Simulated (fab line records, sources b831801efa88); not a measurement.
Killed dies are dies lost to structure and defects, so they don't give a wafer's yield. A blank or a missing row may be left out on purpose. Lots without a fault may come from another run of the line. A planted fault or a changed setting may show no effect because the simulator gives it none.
A struck lot beside a sound one | flow gf180mcu | 27 steps out of a route of 602
Sound: wafers L121.1, L121.3, L121.6. Struck: wafers L111.1, L111.3, L111.6. The cause comes at the end.
At each step with rows: each side's tool, then ch and its chambers, then its first start. Under that, the readings that differ: sound wafers | struck wafers | difference of the means | sigmas: that difference in standard deviations of wafers without a fault.
alike: readings whose means differ by less than 2 such deviations, and words and numbers that are the same on both sides. not compared: withheld readings, readings that some wafer has no value for, bounds like >300 that may hide the same value, and numbers for which the record gives no deviation and whose values overlap.
The two part at a step that has a row with sigmas, a row that says differs or no value, or rows on one side only. Numbers that don't overlap but have no deviation are shown without sigmas and don't part them. A reading that every wafer of one side lacks parts them only if that side has two wafers or more.

GF_HV_LDD_ETCHBACK_58: etches Si3N4 in CH3F/O2, stops on SiO2, time 100 s, target depth 90 nm.
  sound on rie_diel-02 ch 0,1,2, day 16 18:16; struck on rie_diel-02 ch 0,3, day 13 13:15
  reading               | sound             | struck            | difference | sigmas
  oes_product_au (a.u.) | 0.842 0.841 0.841 | 0.852 0.860 0.857 | +0.015     | +2
  alike: drypump_motor_current_A, throttle_valve_pct
  not compared: rf_hours_counter_h
then, 7 steps without rows for these wafers: GF_NSD_DEHYDRATE_00 (time 60 s); GF_NSD_HMDS_01 (prime time 60 s); GF_NSD_COAT_02 (resist thk 1000 nm); GF_NSD_SOFTBAKE_03 (time 60 s); GF_NSD_EXPOSE_04 (exposes mask Nplus, target cd 400 nm); GF_NSD_PEB_05; GF_NSD_DEVELOP_06 (develop time 60 s).
GF_NSD_CD_MEAS_07: target cd 400 nm.
  sound on cd_sem-02, day 17 17:47; struck on cd_sem-02, day 14 09:45
  alike: cd_nm
GF_NSD_OVL_MEAS_08:
  sound on overlay-01, day 17 17:55; struck on overlay-02, day 14 09:52
  alike: NSD_OVL
then, 2 steps without rows for these wafers: GF_NSD_IMPLANT_09; GF_NSD_IMPLANT_10.
GF_NSD_STRIP_11: strips in O2/N2.
  sound on plasma_asher-04 ch 0,1, day 17 18:15; struck on plasma_asher-03 ch 0, day 14 10:13
  reading                                  | sound             | struck            | difference                    | sigmas
  heater_power_w (W)                       | 339 356 385       | 281 281 285       | -78                           | -2
  oes_product_au (a.u.)                    | 0.489 0.490 0.487 | 0.560 0.565 0.558 | +0.072                        | +17
  strip_time_to_endpoint_s (s)             | 22.91 22.91 22.92 | - - -             | no value on the struck wafers |
  model.NOVOLAK_of_NSD_COAT_02.thk_nm (nm) | 0 0 0             | 210.9 211.1 211.8 | +211.3                        |
  alike: drypump_motor_current_A
  not compared: rf_hours_counter_h
GF_NSD_TW_MEAS_12:
  sound on film_metro-01, day 17 18:21; struck on film_metro-01, day 14 10:19
  alike: NSD_TW
then, 7 steps without rows for these wafers: GF_PSD_DEHYDRATE_00 (time 60 s); GF_PSD_HMDS_01 (prime time 60 s); GF_PSD_COAT_02 (resist thk 1000 nm); GF_PSD_SOFTBAKE_03 (time 60 s); GF_PSD_EXPOSE_04 (exposes mask Pplus, target cd 400 nm); GF_PSD_PEB_05; GF_PSD_DEVELOP_06 (develop time 60 s).
GF_PSD_CD_MEAS_07: target cd 400 nm.
  sound on cd_sem-01, day 18 19:05; struck on cd_sem-02, day 15 07:48
  alike: cd_nm
GF_PSD_OVL_MEAS_08:
  sound on overlay-01, day 18 19:13; struck on overlay-01, day 15 07:55
  alike: PSD_OVL
then, 1 step without rows for these wafers: GF_PSD_IMPLANT_09.
GF_PSD_STRIP_10: strips in O2/N2.
  sound on plasma_asher-04 ch 0,1, day 18 19:24; struck on plasma_asher-04 ch 0,1, day 15 08:06
  reading                      | sound             | struck            | difference | sigmas
  oes_product_au (a.u.)        | 0.597 0.593 0.586 | 0.617 0.617 0.609 | +0.022     | +5
  strip_time_to_endpoint_s (s) | 16.51 16.51 16.52 | 19.67 19.66 19.67 | +3.15      | +70
  alike: drypump_motor_current_A, heater_power_w
  not compared: rf_hours_counter_h
GF_PSD_TW_MEAS_11:
  sound on film_metro-03, day 18 19:30; struck on film_metro-01, day 15 08:12
  reading | sound          | struck   | difference | sigmas
  PSD_TW  | 3127 3107 3130 | 30 30 30 | -3091      | -99 or more
then, 1 step without rows for these wafers: GF_PSD_CLEAN_12 (cleans in SC1/SC2, time 150 s).

WHERE THEY PART
First at GF_HV_LDD_ETCHBACK_58; last, within this record, at GF_PSD_TW_MEAS_11.

WHY: what the simulator had put in
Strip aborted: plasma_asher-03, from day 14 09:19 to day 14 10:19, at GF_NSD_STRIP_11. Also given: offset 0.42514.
